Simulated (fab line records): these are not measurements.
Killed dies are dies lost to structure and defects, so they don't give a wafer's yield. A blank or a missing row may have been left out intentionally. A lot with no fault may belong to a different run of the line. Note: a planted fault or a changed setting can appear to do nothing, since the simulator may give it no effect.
Comparing a struck lot with a sound one    flow sky130    15 steps out of a route of 708
Sound: these wafers, L914.1, L914.5, L914.6. Wafers struck: L923.1, L923.2, L923.6. At the end, the cause is stated.
At each step with rows: each side's tool, then ch and its chambers, then its first start. Under that, the readings that differ: sound wafers    struck wafers    difference of the means    sigmas: that difference in standard deviations of wafers without a fault.
alike: readings with means less than 2 such deviations apart, plus words and numbers identical on both sides. not compared: withheld readings, readings lacking a value on some wafer, bounds such as >300 that could conceal the same value, and numbers that have no deviation in the record and whose values overlap.
Wherever a step has rows on one side only, a row that says differs or no value, or a row with sigmas, the two part there. Numbers that have no deviation but don't overlap get no sigmas and don't part them. A reading that every wafer of one side lacks parts them only if that side has two wafers or more.

SKY_VIA3_STRIP_16: strips in O2/N2.
  sound on plasma-asher-03 ch 0,1, day 39 16:17; struck on plasma-asher-02 ch 0,1, day 42 06:01
  alike: drypump-motor-current-A, oes-product-au, strip-time-to-endpoint-s
  not compared: rf-hours-counter-h
then, 3 steps without rows for these wafers: SKY_VIA3_STRIP_17 (strips in post etch residue remover, time 1200 s); SKY_VIA3_CLEAN_18 (cleans in IPA, time 180 s); SKY_VIA3_CLEAN_19 (cleans in O3/DIW).
SKY_VIA3_SPUTTER_20: material TiN, target thk 20 nm, time 80 s.
  sound on pvd-sputter-02 at day 39 16:55; struck on pvd-sputter-04 at day 42 06:36
  alike: throttle-valve-pct
SKY_VIA3_CVD_21: deposits W, target thk 390 nm, time 117.31 s.
  sound on cvd-w-02 ch 0,1, day 39 17:02; struck on cvd-w-02 ch 0,1, day 42 06:40
  alike: heater-power-w
SKY_VIA3_RS_MEAS_22: the measuring method here is four-point-probe.
  sound on film-metro-03 at day 39 17:10; struck on film-metro-03 at day 42 06:47
reading             sound              struck             difference  sigmas
VIA3_W_RS (ohm/sq)  0.291 0.293 0.290  0.300 0.298 0.300  +0.008      +2
SKY_VIA3_THK_MEAS_23: measures by xrf.
  sound on film-metro-03 at day 39 17:17; struck on film-metro-03 at day 42 06:55
  alike: VIA3_W_THK
then, 1 step without rows for these wafers: SKY_VIA3_CMP_24 (polishes, stops on SiO2, t overpolish 20 s, target thk 0 nm).
SKY_METAL4_SPUTTER_00: material Ti, target thk 15 nm, time 10 s.
  sound on pvd-sputter-01 at day 39 17:52; struck on pvd-sputter-01 at day 42 07:16
  alike: throttle-valve-pct
SKY_METAL4_SPUTTER_01: material TiN, target thk 20 nm, time 16.7 s.
  sound on pvd-sputter-01 at day 39 17:53; struck on pvd-sputter-01 at day 42 07:17
  alike: throttle-valve-pct
then, 1 step without rows for these wafers: SKY_METAL4_SPUTTER_02 (material AlCu, target thk 735 nm, time 39.1 s).
SKY_METAL4_SPUTTER_03: material Ti, target thk 5 nm, time 3.3 s.
  sound on pvd-sputter-01 at day 39 17:57; struck on pvd-sputter-01 at day 42 07:21
reading                                    sound              struck             difference  sigmas
model.Ti_of_METAL4_SPUTTER_03.thk-nm (nm)  5.088 4.779 5.137  9.727 9.593 9.577  +4.631      
  alike: throttle-valve-pct
then, 1 step without rows for these wafers: SKY_METAL4_SPUTTER_04 (material TiN, target thk 70 nm, time 58.3 s).
-- the record jumps here: 6 days lie between the struck wafers' starts before and after (it left off in module METAL4 and takes up again in module PAD_OPEN, whose first step shown is number 708 of the route) --
SKY_PAD_OPEN_PROBE_99:
  rows exist in the record for the struck wafers here (prober-01, day 47 20:22), but not for the sound ones

== WHERE THEY PART ==
Last at SKY_PAD_OPEN_PROBE_99 as far as this record goes, first at SKY_VIA3_RS_MEAS_22.

WHY: whatever the simulator had introduced
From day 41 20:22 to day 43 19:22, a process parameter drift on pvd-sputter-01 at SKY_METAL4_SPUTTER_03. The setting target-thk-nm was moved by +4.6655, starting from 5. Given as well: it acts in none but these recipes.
